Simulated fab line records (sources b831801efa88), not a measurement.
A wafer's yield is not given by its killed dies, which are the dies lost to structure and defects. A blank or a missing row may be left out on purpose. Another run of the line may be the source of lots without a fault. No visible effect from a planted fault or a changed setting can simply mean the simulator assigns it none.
Problem report, 8D (eight disciplines) form, completed by code    flow sky130    the parts of the form that need people (team, actions taken, sign-off) are left out

== 1. WHAT WENT WRONG ==
Wafers without a fault read 120.03 C, standard deviation 0.13; primeTempC at SKY_VIA4_HMDS_05 reads a mean of 122.46 C on 6 wafers belonging to 2 lots. Measured from the usual mean, that is +19 standard deviations.
The step: prime time 60 s.
Seen first at day 46 18:06 on lithoTrack-01, wafer L707.1. Wafers with a number at this step in the record: 39, from 13 lots. Rule for "out" (also "out of limits"): further than 4 standard deviations from the usual mean. The other wafers with a number count as sound.

== 2. WHAT IT IS; WHAT IT IS NOT ==
question                     is                      is not
which readings at this step  primeTempC              -
which lots                   L707, L708              L691, L692, L693, L696, L697, L698, L703, L710, L711, L713, L714
which wafers of those lots   all that have a number  -
read on which tools          lithoTrack-01           lithoTrack-02, lithoTrack-04
when                         from day 46 18:06       up to then (21 sound wafers); but 12 sound wafers of L710, L711, L713, L714 came after

== 3. SUSPECTS, AND WHAT RULES EACH OUT ==
Counting: any tool at a process step up to the reading is kept as a suspect provided that every lot that is out went through it and no sound lot did after the first of them.
- cvdW-02 at SKY_VIA3_CVD_21 (deposits W, target thk 390 nm, time 117.31 s): ruled out as a lasting fault. Sound lots L711, L714 ran on it after its first lot that is out, L707 (day 44 09:37).
- lithoTrack-01 at SKY_VIA4_HMDS_05 (prime time 60 s): kept. It processed each lot that is out, first L707 at day 46 18:06, and no sound lot thereafter; up to then, the last sound lot it processed was L698 at day 44 12:03. Out on those wafers are its own readings of primeTempC.
The count leaves lithoTrack-01 at SKY_VIA4_HMDS_05.

== 4. THE CAUSE (what the simulator had put in) ==
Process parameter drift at SKY_VIA4_HMDS_05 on lithoTrack-01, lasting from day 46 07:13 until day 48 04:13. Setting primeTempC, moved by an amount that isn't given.
After counting, this tool was the only one left.

== 5. THE EFFECT CHAIN, in route order ==
Each row: a reading whose mean over the struck wafers that have a number lies more than 3 standard deviations from the usual. Readings are gone through only where the record gives a usual standard deviation; hours: the median, over the lots, of the time from a lot's start at the first step in this table giving one to that lot's start at this step; sigmas: the change measured in usual standard deviations.
hours  step              reading     usual     on struck wafers  change  sigmas
0      SKY_VIA4_HMDS_05  primeTempC  120.03 C  122.46            +2.43   +19
The process steps in it:
- SKY_VIA4_HMDS_05: prime time 60 s.

== 6. WHAT WOULD HAVE CAUGHT IT SOONER ==
The fault began at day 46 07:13; the first out-of-limits reading in this record came at day 46 18:06, 11 hours later.
